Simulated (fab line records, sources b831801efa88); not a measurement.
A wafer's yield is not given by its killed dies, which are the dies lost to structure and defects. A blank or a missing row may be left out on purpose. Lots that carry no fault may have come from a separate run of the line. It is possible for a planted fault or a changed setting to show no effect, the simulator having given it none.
Struck lot and sound lot, side by side :: flow sky130 :: 43 steps out of a route of 708
Sound: these wafers, L214.1, L214.3, L214.5. Struck: wafers L223.4, L223.5 (left out: L223.6, a lot-mate that was not struck); the cause follows at the end.
Each step with rows lists, per side, the tool, then ch with its chambers, then its first start. Under that, the readings that differ: sound wafers :: struck wafers :: difference of the means :: sigmas: that difference in standard deviations of wafers without a fault.
alike: a reading whose means differ by less than 2 such deviations, as well as words and numbers matching on both sides. not compared: withheld readings; readings where some wafer has no value; bounds like >300 that might hide an equal value; numbers whose values overlap and for which the record gives no deviation.
A row with sigmas, a row that says differs or no value, or rows on one side alone: a step with any of these is where the two part. Numbers that have no deviation but don't overlap get no sigmas and don't part them. A reading missing from all wafers of one side parts the sides only when that side holds two or more wafers.

first, 3 steps without rows for these wafers: SKY_FIELD_ISO_WET_ETCH_30 (etches SiO2 in dHF, target depth 25 nm, time 50 s); SKY_NWELL_CLEAN_00 (cleans in SC1/SC2, time 150 s); SKY_NWELL_OXIDATION_01 (stabilise 600 s, purge 300 s, target thk 10 nm).
SKY_NWELL_THK_MEAS_02:
  sound: film_metro-01 at day 3 13:20; struck: film_metro-02 at day 5 14:44
  alike: NWELL_OXIDATION_THK
then, 8 steps without rows for these wafers: SKY_DNWELL_DEHYDRATE_00 (time 60 s); SKY_DNWELL_HMDS_01 (prime time 60 s); SKY_DNWELL_COAT_02 (resist thk 3000 nm); SKY_DNWELL_SOFTBAKE_03; SKY_DNWELL_EXPOSE_04 (exposes mask DNM, target cd 3000 nm); SKY_DNWELL_PEB_05; SKY_DNWELL_DEVELOP_06 (develop time 60 s); SKY_DNWELL_IMPLANT_07.
SKY_DNWELL_STRIP_08: strips in O2/N2.
  sound on plasma_asher-03 ch 0,1, day 4 06:16; struck on plasma_asher-01 ch 1, day 6 10:09
  alike: drypump_motor_current_A, oes_product_au, strip_time_to_endpoint_s
  not compared: rf_hours_counter_h
SKY_DNWELL_TW_MEAS_09:
  sound: film_metro-03 at day 4 06:22; struck: film_metro-02 at day 6 10:15
  alike: DNWELL_TW
then, 7 steps without rows for these wafers: SKY_PWDE_DEHYDRATE_00 (time 60 s); SKY_PWDE_HMDS_01 (prime time 60 s); SKY_PWDE_COAT_02 (resist thk 3000 nm); SKY_PWDE_SOFTBAKE_03; SKY_PWDE_EXPOSE_04 (exposes mask PWDEM, target cd 840 nm); SKY_PWDE_PEB_05; SKY_PWDE_DEVELOP_06 (develop time 60 s).
SKY_PWDE_OVL_MEAS_07:
  sound: overlay-01 at day 5 00:32; struck: overlay-02 at day 7 05:29
  alike: PWDE_OVL
following that, these wafers have no rows for 1 step: SKY_PWDE_IMPLANT_08.
SKY_PWDE_STRIP_09: strips in O2/N2.
  sound on plasma_asher-02 ch 0,1, day 5 00:44; struck on plasma_asher-04 ch 0,1, day 7 05:41
  alike: drypump_motor_current_A, oes_product_au, strip_time_to_endpoint_s
  not compared: rf_hours_counter_h
SKY_PWDE_TW_MEAS_10:
  sound: film_metro-03 at day 5 00:50; struck: film_metro-02 at day 7 05:47
  alike: PWDE_TW
then, 7 steps without rows for these wafers: SKY_NWELL_DEHYDRATE_03 (time 60 s); SKY_NWELL_HMDS_04 (prime time 60 s); SKY_NWELL_COAT_05 (resist thk 3000 nm); SKY_NWELL_SOFTBAKE_06; SKY_NWELL_EXPOSE_07 (exposes mask NWM, target cd 840 nm); SKY_NWELL_PEB_08; SKY_NWELL_DEVELOP_09 (develop time 60 s).
SKY_NWELL_OVL_MEAS_10:
  sound: overlay-02 at day 5 19:32; struck: overlay-02 at day 8 02:59
  alike: NWELL_00_OVL
then, 3 steps without rows for these wafers: SKY_NWELL_IMPLANT_11; SKY_NWELL_IMPLANT_12; SKY_NWELL_IMPLANT_13.
SKY_NWELL_STRIP_14: strips in O2/N2.
  sound on plasma_asher-02 ch 1, day 5 20:02; struck on plasma_asher-02 ch 0,1, day 8 03:30
  alike: drypump_motor_current_A, oes_product_au, strip_time_to_endpoint_s
  not compared: rf_hours_counter_h
SKY_NWELL_TW_MEAS_15:
  sound: film_metro-02 at day 5 20:08; struck: film_metro-03 at day 8 03:35
  alike: NWELL_TW
then, 4 steps without rows for these wafers: SKY_NWELL_DEHYDRATE_16 (time 60 s); SKY_NWELL_HMDS_17 (prime time 60 s); SKY_NWELL_COAT_18 (resist thk 3000 nm); SKY_NWELL_SOFTBAKE_19.
-- the record jumps here: 42 days lie between the struck wafers' starts before and after (it left off in module NWELL and takes up again in module PAD_OPEN, whose first step shown is number 708 of the route) --
SKY_PAD_OPEN_PROBE_99:
  record: rows for the struck wafers here (prober-01, day 49 23:25), none for the sound ones

## WHERE THEY PART
SKY_PAD_OPEN_PROBE_99 only, going by this record.

WHY: the cause the simulator had injected
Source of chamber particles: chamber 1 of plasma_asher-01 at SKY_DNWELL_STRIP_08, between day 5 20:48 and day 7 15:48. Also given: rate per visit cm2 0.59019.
